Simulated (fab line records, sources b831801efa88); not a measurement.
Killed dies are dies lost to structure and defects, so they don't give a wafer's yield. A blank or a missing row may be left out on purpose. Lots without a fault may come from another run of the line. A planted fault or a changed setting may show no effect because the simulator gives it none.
Which tool did it? | flow sky130 | 24 lots, 72 wafers sampled, at 6 steps of a route of 708

WHAT THE GAUGES READ, wafer by wafer
SKY_CAPM_RS_MEAS_03: measures by four-point-probe.
lot  | measured     | on            | CAPM_TIN_RS (ohm/sq)
L074 | day 36 08:59 | film_metro-03 | 6.87 6.93 6.88
L075 | day 36 15:01 | film_metro-02 | 6.83 6.77 6.80
L076 | day 36 18:19 | film_metro-02 | 6.90 6.88 6.85
L077 | day 37 04:53 | film_metro-04 | 6.89 6.84 6.83
L078 | day 37 18:31 | film_metro-02 | 6.98 6.94 6.94
L079 | day 37 21:44 | film_metro-03 | 6.99 6.95 7.00
L080 | day 38 12:47 | film_metro-02 | 6.85 6.80 6.84
L081 | day 38 14:19 | film_metro-04 | 6.77 6.78 6.75
L082 | day 38 20:20 | film_metro-04 | 6.96 6.91 6.88
L083 | day 39 10:26 | film_metro-02 | 6.84 6.87 6.89
L084 | day 39 17:03 | film_metro-03 | 6.86 6.81 6.93
L085 | day 39 20:08 | film_metro-02 | 6.93 6.94 6.97
L086 | day 40 07:19 | film_metro-02 | 6.81 6.84 6.85
L087 | day 40 12:28 | film_metro-02 | 6.76 6.85 6.78
L088 | day 40 16:08 | film_metro-03 | 6.83 6.89 6.81
L089 | day 41 02:34 | film_metro-02 | 7.00 6.94 6.97
L090 | day 41 10:38 | film_metro-03 | 6.77 6.76 6.84
L092 | day 41 21:09 | film_metro-02 | 6.82 6.88 6.83
L091 | day 42 00:55 | film_metro-03 | 6.86 6.76 6.82
L093 | day 42 05:13 | film_metro-04 | 6.95 6.98 6.98
L094 | day 42 08:44 | film_metro-04 | 6.87 6.92 6.97
L095 | day 42 16:21 | film_metro-04 | 6.80 6.86 6.89
L096 | day 42 21:35 | film_metro-03 | 6.86 6.84 6.80
L097 | day 43 03:58 | film_metro-04 | 6.87 6.86 6.90

SKY_VIA3_RS_MEAS_22: measures by four-point-probe.
lot  | measured     | on            | VIA3_W_RS (ohm/sq)
L074 | day 39 15:34 | film_metro-01 | 0.2926 0.2989 0.2936
L075 | day 39 20:27 | film_metro-02 | 0.2913 0.2905 0.2910
L076 | day 40 01:50 | film_metro-02 | 0.2946 0.2973 0.2947
L077 | day 40 10:49 | film_metro-04 | 0.3015 0.2953 0.2973
L078 | day 40 23:25 | film_metro-02 | 0.2937 0.2916 0.2918
L079 | day 41 03:19 | film_metro-02 | 0.2894 0.2891 0.2901
L080 | day 41 16:53 | film_metro-01 | 0.2923 0.2927 0.2921
L081 | day 41 18:23 | film_metro-01 | 0.2957 0.2970 0.2950
L082 | day 42 00:14 | film_metro-02 | 0.2978 0.2940 0.2955
L083 | day 42 13:16 | film_metro-02 | 0.2953 0.2925 0.2916
L084 | day 42 19:34 | film_metro-04 | 0.2963 0.2922 0.2957
L085 | day 42 22:23 | film_metro-01 | 0.2925 0.2915 0.2924
L086 | day 43 08:25 | film_metro-02 | 0.2935 0.2958 0.2925
L087 | day 43 14:22 | film_metro-04 | 0.2923 0.2936 0.2915
L088 | day 43 19:11 | film_metro-01 | 0.2894 0.2888 0.2922
L089 | day 44 05:02 | film_metro-02 | 0.2946 0.2927 0.2902
L090 | day 44 10:52 | film_metro-04 | 0.3004 0.3007 0.3006
L092 | day 44 20:57 | film_metro-02 | 0.2972 0.2960 0.2952
L091 | day 44 23:29 | film_metro-01 | 0.2953 0.2983 0.2965
L093 | day 45 03:38 | film_metro-02 | 0.2916 0.2919 0.2950
L094 | day 45 07:49 | film_metro-04 | 0.2942 0.2965 0.2968
L095 | day 45 15:39 | film_metro-02 | 0.3003 0.2962 0.2951
L096 | day 45 19:26 | film_metro-01 | 0.2954 0.2920 0.2900
L097 | day 46 00:49 | film_metro-02 | 0.2993 0.2970 0.2966

SKY_CAP2M_THK_MEAS_01.
lot  | measured     | on            | CAP2M_CVD_00_THK (nm)
L074 | day 39 16:37 | film_metro-03 | 15.22 15.40 15.21
L075 | day 39 21:05 | film_metro-03 | 15.01 15.33 15.38
L076 | day 40 02:29 | film_metro-02 | 15.50 15.88 15.74
L077 | day 40 11:29 | film_metro-01 | 15.28 15.80 15.83
L078 | day 41 00:04 | film_metro-02 | 15.18 15.43 15.50
L079 | day 41 03:58 | film_metro-01 | 14.92 15.08 15.30
L080 | day 41 17:32 | film_metro-03 | 15.60 15.82 15.75
L081 | day 41 19:03 | film_metro-03 | 15.44 15.62 15.61
L082 | day 42 01:00 | film_metro-01 | 15.20 15.33 15.34
L083 | day 42 13:56 | film_metro-02 | 15.39 15.48 15.58
L084 | day 42 20:13 | film_metro-03 | 15.23 15.38 15.83
L085 | day 42 23:02 | film_metro-03 | 15.33 15.28 15.36
L086 | day 43 09:05 | film_metro-03 | 15.18 15.13 15.64
L087 | day 43 15:00 | film_metro-03 | 15.18 15.54 15.57
L088 | day 43 19:50 | film_metro-02 | 14.75 14.94 15.00
L089 | day 44 05:40 | film_metro-03 | 15.76 15.75 15.48
L090 | day 44 11:31 | film_metro-03 | 15.68 15.50 15.46
L092 | day 44 21:35 | film_metro-03 | 15.67 15.60 15.46
L091 | day 45 00:06 | film_metro-02 | 15.79 15.66 15.47
L093 | day 45 04:16 | film_metro-01 | 15.55 15.48 15.84
L094 | day 45 08:28 | film_metro-03 | 15.41 15.62 15.83
L095 | day 45 16:19 | film_metro-01 | 15.51 15.77 15.91
L096 | day 45 20:16 | film_metro-03 | 15.35 15.53 15.80
L097 | day 46 01:28 | film_metro-02 | 15.44 15.44 15.75

WHICH TOOL RAN EACH LOT (tool, then ch and the chambers of the sampled wafers, then the start)
lot  | SKY_METAL3_SPUTTER_02        | SKY_METAL3_METAL_ETCH_18          | SKY_VIA3_CMP_24
L074 | pvd_sputter-01, day 36 08:38 | rie_metal-03 ch 0,1, day 38 13:22 | cmp-01 ch 0,1,3, day 39 16:12
L075 | pvd_sputter-04, day 36 14:42 | rie_metal-01 ch 0,1, day 38 18:56 | cmp-02 ch 0,2,3, day 39 20:37
L076 | pvd_sputter-01, day 36 18:00 | rie_metal-03 ch 0, day 38 22:25   | cmp-02 ch 0,1,2, day 40 02:05
L077 | pvd_sputter-01, day 37 04:35 | rie_metal-04 ch 0, day 39 08:07   | cmp-01 ch 0,2, day 40 11:00
L078 | pvd_sputter-04, day 37 18:12 | rie_metal-01 ch 1, day 39 20:50   | cmp-02 ch 0,1, day 40 23:34
L079 | pvd_sputter-04, day 37 21:26 | rie_metal-01 ch 1, day 40 00:14   | cmp-02 ch 0,3, day 41 03:32
L080 | pvd_sputter-01, day 38 12:29 | rie_metal-04 ch 0,1, day 40 13:41 | cmp-02 ch 1,2,3, day 41 17:05
L081 | pvd_sputter-01, day 38 14:01 | rie_metal-01 ch 0,1, day 40 15:35 | cmp-01 ch 0,2,3, day 41 18:37
L082 | pvd_sputter-01, day 38 20:01 | rie_metal-01 ch 0,1, day 40 21:45 | cmp-01 ch 1,3, day 42 00:34
L083 | pvd_sputter-04, day 39 10:08 | rie_metal-01 ch 0,1, day 41 10:41 | cmp-02 ch 0,2,3, day 42 13:36
L084 | pvd_sputter-03, day 39 16:45 | rie_metal-04 ch 0,1, day 41 17:33 | cmp-01 ch 0,2,3, day 42 19:50
L085 | pvd_sputter-01, day 39 19:49 | rie_metal-04 ch 0,1, day 41 19:47 | cmp-01 ch 0,1,3, day 42 22:37
L086 | pvd_sputter-01, day 40 07:00 | rie_metal-01 ch 0,1, day 42 06:51 | cmp-02 ch 1,3, day 43 08:36
L087 | pvd_sputter-03, day 40 12:07 | rie_metal-04 ch 0,1, day 42 12:32 | cmp-02 ch 0,1,3, day 43 14:36
L088 | pvd_sputter-01, day 40 15:49 | rie_metal-03 ch 1, day 42 17:11   | cmp-01 ch 0,2,3, day 43 19:24
L089 | pvd_sputter-04, day 41 02:12 | rie_metal-01 ch 0,1, day 43 03:07 | cmp-02 ch 0,3, day 44 05:10
L090 | pvd_sputter-01, day 41 10:20 | rie_metal-03 ch 0,1, day 43 10:30 | cmp-02 ch 0,2,3, day 44 11:02
L092 | pvd_sputter-04, day 41 20:49 | rie_metal-01 ch 0,1, day 43 20:48 | cmp-02 ch 1,2, day 44 21:05
L091 | pvd_sputter-04, day 42 00:34 | rie_metal-03 ch 0,1, day 43 23:24 | cmp-02 ch 1,2,3, day 44 23:42
L093 | pvd_sputter-04, day 42 04:53 | rie_metal-01 ch 0,1, day 44 04:05 | cmp-02 ch 1,2,3, day 45 03:47
L094 | pvd_sputter-04, day 42 08:26 | rie_metal-01 ch 0, day 44 07:24   | cmp-02 ch 0,1, day 45 08:02
L095 | pvd_sputter-01, day 42 16:03 | rie_metal-04 ch 0,1, day 44 15:00 | cmp-02 ch 1,2, day 45 15:50
L096 | pvd_sputter-01, day 42 21:14 | rie_metal-03 ch 0,1, day 44 18:48 | cmp-02 ch 1,3, day 45 19:47
L097 | pvd_sputter-04, day 43 03:40 | rie_metal-01 ch 0,1, day 45 01:26 | cmp-01 ch 1,2,3, day 46 01:02
- SKY_METAL3_SPUTTER_02: material AlCu, target thk 735 nm, time 39.1 s.
- SKY_METAL3_METAL_ETCH_18: etches the open film in Cl2/BCl3, stops on SiO2, target depth 845 nm, time 183.1 s.
- SKY_VIA3_CMP_24: polishes, stops on SiO2, t overpolish 20 s, target thk 0 nm.

WHAT THE TOOLS THEMSELVES READ (means of the sampled wafers that have a number; where no wafer has one, the mark that the record gives instead)
SKY_METAL3_SPUTTER_02.
lot  | tool           | throttle_valve_pct (%)
L074 | pvd_sputter-01 | 29.7
L075 | pvd_sputter-04 | 30.1
L076 | pvd_sputter-01 | 30.6
L077 | pvd_sputter-01 | 30.4
L078 | pvd_sputter-04 | 30.2
L079 | pvd_sputter-04 | 29.9
L080 | pvd_sputter-01 | 29.9
L081 | pvd_sputter-01 | 30.7
L082 | pvd_sputter-01 | 29.7
L083 | pvd_sputter-04 | 29.8
L084 | pvd_sputter-03 | 30.4
L085 | pvd_sputter-01 | 30.7
L086 | pvd_sputter-01 | 30.8
L087 | pvd_sputter-03 | 30.5
L088 | pvd_sputter-01 | 30.4
L089 | pvd_sputter-04 | 30.4
L090 | pvd_sputter-01 | 30.5
L092 | pvd_sputter-04 | 30.1
L091 | pvd_sputter-04 | 30.1
L093 | pvd_sputter-04 | 30.5
L094 | pvd_sputter-04 | 30.3
L095 | pvd_sputter-01 | 30.5
L096 | pvd_sputter-01 | 29.4
L097 | pvd_sputter-04 | 30.5

SKY_METAL3_METAL_ETCH_18.
lot  | tool         | drypump_motor_current_A (A) | oes_product_au (a.u.) | throttle_valve_pct (%)
L074 | rie_metal-03 | 5.3                         | 0.871                 | 22.263
L075 | rie_metal-01 | 6.0                         | 0.864                 | 22.263
L076 | rie_metal-03 | 5.1                         | 0.869                 | 22.260
L077 | rie_metal-04 | 6.0                         | 0.871                 | 22.272
L078 | rie_metal-01 | 6.3                         | 0.873                 | 22.267
L079 | rie_metal-01 | 6.3                         | 0.864                 | 22.269
L080 | rie_metal-04 | 5.6                         | 0.867                 | 22.268
L081 | rie_metal-01 | 6.0                         | 0.862                 | 22.263
L082 | rie_metal-01 | 6.0                         | 0.863                 | 22.260
L083 | rie_metal-01 | 6.0                         | 0.867                 | 22.268
L084 | rie_metal-04 | 5.8                         | 0.872                 | 22.276
L085 | rie_metal-04 | 5.8                         | 0.862                 | 22.262
L086 | rie_metal-01 | 6.1                         | 0.868                 | 22.262
L087 | rie_metal-04 | 5.6                         | 0.862                 | 22.253
L088 | rie_metal-03 | 5.5                         | 0.869                 | 22.259
L089 | rie_metal-01 | 6.2                         | 0.865                 | 22.271
L090 | rie_metal-03 | 5.3                         | 0.868                 | 22.263
L092 | rie_metal-01 | 6.2                         | 0.867                 | 22.267
L091 | rie_metal-03 | 5.4                         | 0.874                 | 22.262
L093 | rie_metal-01 | 6.2                         | 0.861                 | 22.269
L094 | rie_metal-01 | 5.8                         | 0.867                 | 22.267
L095 | rie_metal-04 | 5.7                         | 0.865                 | 22.265
L096 | rie_metal-03 | 5.4                         | 0.859                 | 22.279
L097 | rie_metal-01 | 6.2                         | 0.872                 | 22.260

SKY_VIA3_CMP_24.
lot  | tool   | edge_zone_pressure_frac | motor_current_A (A) | overpolish_run_s (s) | time_to_endpoint_s (s)
L074 | cmp-01 | 1.000                   | 10.7                | 19.996               | 95.6
L075 | cmp-02 | 1.001                   | 12.1                | 20.006               | 94.7
L076 | cmp-02 | 0.999                   | 11.8                | 20.002               | 91.6
L077 | cmp-01 | 1.001                   | 11.1                | 19.987               | 90.1
L078 | cmp-02 | 0.994                   | 12.1                | 20.006               | 93.8
L079 | cmp-02 | 1.001                   | 12.0                | 20.002               | 92.3
L080 | cmp-02 | 1.000                   | 11.1                | 20.000               | 95.6
L081 | cmp-01 | 0.999                   | 10.8                | 19.998               | 93.1
L082 | cmp-01 | 1.000                   | 10.9                | 20.001               | 96.6
L083 | cmp-02 | 0.999                   | 12.2                | 19.991               | 93.3
L084 | cmp-01 | 1.001                   | 10.6                | 20.004               | 95.1
L085 | cmp-01 | 1.000                   | 10.8                | 20.000               | 95.0
L086 | cmp-02 | 1.001                   | 11.1                | 20.003               | 96.8
L087 | cmp-02 | 0.997                   | 11.6                | 20.001               | 91.6
L088 | cmp-01 | 0.999                   | 10.7                | 20.005               | 93.7
L089 | cmp-02 | 0.999                   | 11.7                | 20.008               | 91.9
L090 | cmp-02 | 1.002                   | 12.1                | 19.998               | 89.8
L092 | cmp-02 | 0.999                   | 11.2                | 20.004               | 94.5
L091 | cmp-02 | 1.001                   | 11.2                | 19.996               | 90.4
L093 | cmp-02 | 0.997                   | 11.0                | 19.999               | 95.6
L094 | cmp-02 | 1.003                   | 12.3                | 20.004               | 93.3
L095 | cmp-02 | 0.998                   | 11.2                | 20.004               | 95.6
L096 | cmp-02 | 0.999                   | 11.2                | 20.001               | 96.3
L097 | cmp-01 | 0.994                   | 11.4                | 19.997               | 92.4

THE ANSWER, worked out from the rows above alone
Rule: what is usual is taken from the lots themselves. Put in order of their means at a reading, lots are off if they are a third of the lots or fewer, leave a main group of 4 or more, and stand apart from it by a gap of 3 or more times the standard deviation of the main group's means; of several such gaps the widest counts. A main group whose means are all the same, to the digits that the tables above print for the reading, isn't used. A lot without any number at a reading at which 4 lots or more have one is off too. The other lots that the step has rows for count as sound. The gauges are gone through in route order, then the tools' own readings, and for those a lot's mean is taken as printed above. The first step at which some lot is off is used, and at that step the reading that is off furthest; a lot without a number counts as furthest.
No lot is off at any reading shown: from this, nothing can be told.

WHAT THE SIMULATOR HAD PUT IN
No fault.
